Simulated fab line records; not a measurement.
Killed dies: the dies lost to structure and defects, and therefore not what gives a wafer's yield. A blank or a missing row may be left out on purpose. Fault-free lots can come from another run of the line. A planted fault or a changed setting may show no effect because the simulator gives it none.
Which tool is to blame? + flow gf180mcu + Sampling: 11 lots, 33 wafers, 6 of 602 route steps

## WHAT EACH GAUGE READ, for each wafer
GF_STI_THK_MEAS_24. Usual: STI_CVD_23_THK 648 nm, standard deviation 7.4.
| lot  | measured    | on            | STI_CVD_23_THK (nm) | flag |
|------|-------------|---------------|---------------------|------|
| L654 | day 2 03:13 | film metro-03 | 655 653 654         |      |
| L655 | day 2 08:16 | film metro-01 | 650 658 658         |      |
| L656 | day 2 14:38 | film metro-02 | 644 635 637         |      |
| L657 | day 2 19:47 | film metro-03 | 649 643 646         |      |
| L662 | day 3 21:38 | film metro-01 | 452 639 454         | OFF  |
| L663 | day 4 02:33 | film metro-02 | 648 647 460         | OFF  |
| L667 | day 5 00:10 | film metro-02 | 656 656 661         |      |
| L669 | day 5 08:37 | film metro-03 | 649 658 660         |      |
| L670 | day 5 13:16 | film metro-02 | 651 641 656         |      |
| L673 | day 6 05:14 | film metro-03 | 655 658 654         |      |
| L674 | day 6 10:23 | film metro-01 | 649 645 656         |      |

GF_HV_LDD_TW_MEAS_50. Usual: HV_LDD_4_TW 567, standard deviation 6.9.
| lot  | measured     | on            | HV_LDD_4_TW | flag |
|------|--------------|---------------|-------------|------|
| L654 | day 12 07:37 | film metro-02 | 571 573 570 |      |
| L655 | day 12 12:12 | film metro-04 | 556 559 557 |      |
| L656 | day 12 22:31 | film metro-03 | 566 567 569 |      |
| L657 | day 13 07:46 | film metro-03 | 558 560 561 |      |
| L662 | day 15 04:14 | film metro-04 | 556         |      |
| L663 | day 15 11:59 | film metro-02 | 580 576     |      |
| L667 | day 17 02:35 | film metro-04 | 563 564 565 |      |
| L669 | day 17 15:50 | film metro-03 | 566 567 571 |      |
| L670 | day 18 01:29 | film metro-04 | 560 559 564 |      |
| L673 | day 19 06:25 | film metro-04 | 561 560 562 |      |
| L674 | day 19 07:20 | film metro-03 | 567 565 565 |      |

GF_V1_THK_MEAS_03. Usual: V1_CVD_02_THK 850 nm, standard deviation 11.
| lot  | measured     | on            | V1_CVD_02_THK (nm) | flag |
|------|--------------|---------------|--------------------|------|
| L654 | day 16 22:05 | film metro-02 | 823 839 844        |      |
| L655 | day 17 02:44 | film metro-01 | 845 848 856        |      |
| L656 | day 17 14:21 | film metro-01 | 846 837 845        |      |
| L657 | day 18 02:15 | film metro-03 | 840 850 856        |      |
| L662 | day 20 05:23 | film metro-03 | 865                |      |
| L663 | day 20 16:17 | film metro-03 | 853 867            |      |
| L667 | day 22 10:13 | film metro-02 | 842 840 859        |      |
| L669 | day 22 23:56 | film metro-02 | 851 858 860        |      |
| L670 | day 23 05:47 | film metro-01 | 836 841 855        |      |
| L673 | day 24 11:11 | film metro-01 | 840 832 852        |      |
| L674 | day 24 12:37 | film metro-02 | 844 855 859        |      |

## TOOL THAT RAN EACH LOT (tool first, then ch and the chambers of the sampled wafers, then the start)
| lot  | GF_STI_CVD_23                   | GF_STI_CMP_25                | GF_VT_IMPLANT_STRIP_31               |
|------|---------------------------------|------------------------------|--------------------------------------|
| L654 | hdpcvd-02 ch 0,1,2, day 2 03:08 | cmp-01 ch 1,2,3, day 2 03:16 | plasma asher-03 ch 0,1, day 6 19:59  |
| L655 | hdpcvd-02 ch 0,1,2, day 2 08:12 | cmp-01 ch 0,1, day 2 08:18   | plasma asher-04 ch 0,1, day 7 01:37  |
| L656 | hdpcvd-02 ch 0,2, day 2 14:32   | cmp-02 ch 0,1,3, day 2 14:41 | plasma asher-02 ch 0,1, day 7 10:40  |
| L657 | hdpcvd-02 ch 0,1,2, day 2 19:43 | cmp-02 ch 1,2,3, day 2 19:51 | plasma asher-04 ch 0,1, day 7 17:04  |
| L662 | hdpcvd-02 ch 0,1, day 3 21:32   | cmp-02 ch 0,1,3, day 3 22:07 | plasma asher-02 ch 0, day 9 03:05    |
| L663 | hdpcvd-02 ch 0,1, day 4 02:29   | cmp-01 ch 2,3, day 4 02:40   | plasma asher-02 ch 1, day 9 08:02    |
| L667 | hdpcvd-01 ch 1,2, day 5 00:05   | cmp-01 ch 0,2,3, day 5 00:28 | plasma asher-03 ch 0,1, day 10 13:19 |
| L669 | hdpcvd-01 ch 1,2, day 5 08:32   | cmp-01 ch 0,3, day 5 08:51   | plasma asher-04 ch 0,1, day 10 22:37 |
| L670 | hdpcvd-01 ch 0,1,2, day 5 13:11 | cmp-01 ch 1,2,3, day 5 13:20 | plasma asher-02 ch 0,1, day 11 04:55 |
| L673 | hdpcvd-01 ch 1,2, day 6 05:10   | cmp-02 ch 0,1,2, day 6 05:18 | plasma asher-03 ch 0,1, day 12 03:46 |
| L674 | hdpcvd-01 ch 1,2, day 6 10:19   | cmp-01 ch 2,3, day 6 10:30   | plasma asher-03 ch 0, day 12 07:31   |
- GF_STI_CVD_23: deposits SiO2, target thk 650 nm, time 108.3 s.
- GF_STI_CMP_25: polishes, stops on Si3N4, t overpolish 33 s, target thk 524.6 nm.
- GF_VT_IMPLANT_STRIP_31: strips in O2/N2.

## WHAT THE TOOLS THEMSELVES READ (means of the sampled wafers that have a number; where no wafer has one, the mark that the record gives instead)
GF_STI_CMP_25. Usual: head pressure psi 3.999 psi, standard deviation 0.009; motor current A 12.7 A, standard deviation 1.9; time to endpoint s 122 s, standard deviation 6.3.
| lot  | tool   | head pressure psi (psi) | motor current A (A) | time to endpoint s (s) | flag |
|------|--------|-------------------------|---------------------|------------------------|------|
| L654 | cmp-01 | 4.001                   | 13.6                | 128                    |      |
| L655 | cmp-01 | 4.010                   | 15.0                | 125                    |      |
| L656 | cmp-02 | 4.016                   | 11.6                | 118                    |      |
| L657 | cmp-02 | 3.993                   | 11.4                | 124                    |      |
| L662 | cmp-02 | 3.992                   | 11.6                | 97                     | OFF  |
| L663 | cmp-01 | 4.002                   | 13.6                | 112                    |      |
| L667 | cmp-01 | 4.001                   | 14.9                | 123                    |      |
| L669 | cmp-01 | 4.001                   | 13.8                | 125                    |      |
| L670 | cmp-01 | 4.004                   | 13.6                | 127                    |      |
| L673 | cmp-02 | 3.994                   | 11.4                | 121                    |      |
| L674 | cmp-01 | 4.000                   | 14.3                | 123                    |      |

GF_VT_IMPLANT_STRIP_31. Usual: drypump motor current A 5.8 A, standard deviation 0.43; heater power w 353 W, standard deviation 29; oes product au 0.716 a.u., standard deviation 0.0046; strip time to endpoint s 12.65 s, standard deviation 0.039.
| lot  | tool            | drypump motor current A (A) | heater power w (W) | oes product au (a.u.) | strip time to endpoint s (s) | flag |
|------|-----------------|-----------------------------|--------------------|-----------------------|------------------------------|------|
| L654 | plasma asher-03 | 5.8                         | 358                | 0.716                 | 12.66                        |      |
| L655 | plasma asher-04 | 5.4                         | 301                | 0.714                 | 12.66                        |      |
| L656 | plasma asher-02 | 5.9                         | 375                | 0.724                 | 12.67                        |      |
| L657 | plasma asher-04 | 5.8                         | 305                | 0.715                 | 12.62                        |      |
| L662 | plasma asher-02 | 6.3                         | 370                | 0.705                 | 12.60                        |      |
| L663 | plasma asher-02 | 5.6                         | 376                | 0.718                 | 12.67                        |      |
| L667 | plasma asher-03 | 5.8                         | 364                | 0.718                 | 12.59                        |      |
| L669 | plasma asher-04 | 5.9                         | 314                | 0.717                 | 12.68                        |      |
| L670 | plasma asher-02 | 5.8                         | 368                | 0.714                 | 12.69                        |      |
| L673 | plasma asher-03 | 5.8                         | 360                | 0.718                 | 12.66                        |      |
| L674 | plasma asher-03 | 5.6                         | 378                | 0.717                 | 12.62                        |      |

## THE ANSWER, worked out from the rows above alone
Rule: lot off if the mean of its wafers having a number is beyond 3 standard deviations from the usual mean. Also off: a lot with no number at a reading for which 4 or more lots have one. Where the step has rows for the other lots, those lots are counted as sound. The gauges are gone through in route order, then the tools' own readings, and for those a lot's mean is taken as printed above. The first step at which some lot is off is used, and at that step the reading that is off furthest; a lot without a number counts as furthest.
Off: L662, L663, at GF_STI_THK_MEAS_24 (STI_CVD_23_THK).
If a tool, at a process step before that reading, ran all the lots that are off and no sound lot after the first of them, it fits. Those tools and the gauges at GF_STI_THK_MEAS_24 are tried in the same way. One fits: GF_STI_CVD_23 on hdpcvd-02. A fault onset in the window from L657 (day 2 19:43, its last sound lot) to L662 (day 3 21:32, its first lot off) fits.

## WHAT THE SIMULATOR PUT IN
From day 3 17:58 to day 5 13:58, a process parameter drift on hdpcvd-02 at GF_STI_CVD_23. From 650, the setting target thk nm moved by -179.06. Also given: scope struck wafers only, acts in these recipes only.
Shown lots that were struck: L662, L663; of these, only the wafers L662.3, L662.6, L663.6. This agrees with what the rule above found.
